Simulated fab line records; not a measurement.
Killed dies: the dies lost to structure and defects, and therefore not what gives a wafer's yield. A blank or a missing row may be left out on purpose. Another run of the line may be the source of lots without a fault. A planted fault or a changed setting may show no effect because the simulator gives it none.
Which tool was responsible? ; flow gf180mcu ; 12 lots with 36 wafers sampled at 5 steps, on a route of 602 steps

== WHAT THE GAUGES SHOWED, per wafer ==
GF_V3_CD_MEAS_14: target cd 260 nm. Usual: cd_nm reads 260.1 nm (standard deviation 1.1).
lot;measured;on;cd_nm (nm);flag
L762;day 22 04:17;cd_sem-01;258.8 259.7 259.0;
L764;day 23 05:08;cd_sem-01;261.4 261.7 260.7;
L767;day 24 02:25;cd_sem-01;259.4 260.4 258.7;
L769;day 25 00:32;cd_sem-02;258.8 259.3 259.1;
L771;day 25 12:38;cd_sem-02;260.0 259.9 259.4;
L772;day 25 20:34;cd_sem-02;260.9 261.6 261.6;
L773;day 26 06:23;cd_sem-02;261.5 261.9 261.1;
L774;day 26 11:59;cd_sem-01;260.6 260.4 259.9;
L782;day 29 00:48;cd_sem-01;260.0 259.4 259.7;
L783;day 29 02:02;cd_sem-01;258.2 258.0 258.4;
L784;day 29 05:51;cd_sem-01;259.2 258.4 258.6;
L785;day 29 16:08;cd_sem-01;259.7 260.9 260.5;

GF_V4_THK_MEAS_03. Usual: for V4_CVD_02_THK the level is 849 nm and the standard deviation is 9.8.
lot;measured;on;V4_CVD_02_THK (nm);flag
L762;day 23 05:54;film_metro-02;847 830 856;
L764;day 24 06:11;film_metro-01;844 850 867;
L767;day 25 03:04;film_metro-03;838 854 849;
L769;day 26 01:01;film_metro-02;854 872 871;
L771;day 26 11:51;film_metro-02;842 850 854;
L772;day 26 20:17;film_metro-02;843 470 849;OFF
L773;day 27 05:46;film_metro-02;465 862 855;OFF
L774;day 27 11:22;film_metro-02;835 465 849;OFF
L782;day 29 22:13;film_metro-03;840 842 852;
L783;day 29 23:50;film_metro-02;856 846 867;
L784;day 30 03:04;film_metro-03;821 830 834;
L785;day 30 13:26;film_metro-01;839 856 841;

== TOOL THAT RAN EACH LOT (tool first, then ch and the chambers of the sampled wafers, then the start) ==
lot;GF_V3_CVD_23;GF_M4_STRIP_17;GF_V4_CVD_02
L762;cvd_w-01 ch 0,1, day 22 05:13;plasma_asher-04 ch 0,1, day 23 05:02;pecvd-04 ch 1,2, day 23 05:50
L764;cvd_w-01 ch 0,1, day 23 06:07;plasma_asher-01 ch 0,1, day 24 05:26;pecvd-02 ch 0,1,2, day 24 06:07
L767;cvd_w-02 ch 0,1, day 24 03:19;plasma_asher-03 ch 0,1, day 25 02:19;pecvd-03 ch 0,2, day 25 02:59
L769;cvd_w-02 ch 1, day 25 01:31;plasma_asher-03 ch 0,1, day 26 00:16;pecvd-02 ch 1,2, day 26 00:56
L771;cvd_w-01 ch 0,1, day 25 13:37;plasma_asher-03 ch 0,1, day 26 11:07;pecvd-04 ch 0,1,2, day 26 11:47
L772;cvd_w-01 ch 0,1, day 25 21:29;plasma_asher-01 ch 0,1, day 26 19:31;pecvd-04 ch 1,2, day 26 20:13
L773;cvd_w-02 ch 0,1, day 26 07:16;plasma_asher-03 ch 0,1, day 27 04:56;pecvd-04 ch 1,2, day 27 05:41
L774;cvd_w-01 ch 0,1, day 26 12:55;plasma_asher-04 ch 0,1, day 27 10:37;pecvd-04 ch 0,1,2, day 27 11:17
L782;cvd_w-01 ch 0,1, day 29 01:45;plasma_asher-01 ch 0,1, day 29 21:27;pecvd-04 ch 0,1,2, day 29 22:09
L783;cvd_w-02 ch 0, day 29 02:58;plasma_asher-01 ch 0,1, day 29 23:05;pecvd-03 ch 0,2, day 29 23:46
L784;cvd_w-01 ch 0,1, day 29 06:47;plasma_asher-01 ch 0,1, day 30 02:17;pecvd-04 ch 0,1,2, day 30 02:59
L785;cvd_w-02 ch 0,1, day 29 17:02;plasma_asher-04 ch 0,1, day 30 12:41;pecvd-02 ch 1,2, day 30 13:20
- GF_V3_CVD_23: deposits W, target thk 350 nm, time 104.9 s.
- GF_M4_STRIP_17: strips in O2/N2.
- GF_V4_CVD_02: deposits SiO2 from TEOS, target thk 850 nm, time 94.851 s.

== AS READ BY THE TOOLS THEMSELVES (means over the sampled wafers that have a number; for cases with no such wafer, the mark the record gives instead) ==
GF_V3_CVD_23. Usual: heater_power_w reads 882 W (standard deviation 40).
lot;tool;heater_power_w (W);flag
L762;cvd_w-01;911;
L764;cvd_w-01;916;
L767;cvd_w-02;838;
L769;cvd_w-02;835;
L771;cvd_w-01;898;
L772;cvd_w-01;916;
L773;cvd_w-02;829;
L774;cvd_w-01;899;
L782;cvd_w-01;899;
L783;cvd_w-02;840;
L784;cvd_w-01;917;
L785;cvd_w-02;848;

GF_M4_STRIP_17. Usual: drypump_motor_current_A 5.4 A, standard deviation 0.56; heater_power_w 337 W, standard deviation 49; oes_product_au 0.538 a.u., standard deviation 0.0048; strip_time_to_endpoint_s 7.39 s, standard deviation 0.047.
lot;tool;drypump_motor_current_A (A);heater_power_w (W);oes_product_au (a.u.);strip_time_to_endpoint_s (s);flag
L762;plasma_asher-04;6.0;312;0.533;7.35;
L764;plasma_asher-01;5.7;328;0.540;7.43;
L767;plasma_asher-03;5.0;340;0.539;7.42;
L769;plasma_asher-03;5.0;344;0.544;7.47;
L771;plasma_asher-03;5.0;337;0.536;7.33;
L772;plasma_asher-01;5.7;390;0.542;7.42;
L773;plasma_asher-03;5.0;346;0.532;7.36;
L774;plasma_asher-04;6.0;312;0.538;7.43;
L782;plasma_asher-01;5.7;331;0.539;7.37;
L783;plasma_asher-01;5.7;335;0.536;7.38;
L784;plasma_asher-01;5.7;391;0.541;7.40;
L785;plasma_asher-04;5.9;315;0.538;7.41;

GF_V4_CVD_02. Usual: heater_power_w reads 690 W (standard deviation 100).
lot;tool;heater_power_w (W);flag
L762;pecvd-04;695;
L764;pecvd-02;623;
L767;pecvd-03;644;
L769;pecvd-02;679;
L771;pecvd-04;758;
L772;pecvd-04;765;
L773;pecvd-04;712;
L774;pecvd-04;700;
L782;pecvd-04;789;
L783;pecvd-03;640;
L784;pecvd-04;785;
L785;pecvd-02;591;

== THE ANSWER, worked out from the rows above alone ==
Rule: take the mean of a lot's wafers that have a number; if it is more than 3 standard deviations from the usual mean, the lot is off. A lot without any number at a reading at which 4 lots or more have one is off too. All remaining lots with rows at the step are treated as sound. Order of review: gauges by route order, followed by the tools' own readings, for which a lot's mean as printed above is used. The first step at which some lot is off is used, and at that step the reading that is off furthest; a lot without a number counts as furthest.
Off: at GF_V4_THK_MEAS_03 (V4_CVD_02_THK), L772, L773, L774.
A tool fits if, at a process step before that reading, it ran every lot that is off, and no sound lot after the first of them. Those tools and the gauges at GF_V4_THK_MEAS_03 are tried in the same way. Not one of the candidates tried fits.

== WHAT HAD BEEN PUT IN BY THE SIMULATOR ==
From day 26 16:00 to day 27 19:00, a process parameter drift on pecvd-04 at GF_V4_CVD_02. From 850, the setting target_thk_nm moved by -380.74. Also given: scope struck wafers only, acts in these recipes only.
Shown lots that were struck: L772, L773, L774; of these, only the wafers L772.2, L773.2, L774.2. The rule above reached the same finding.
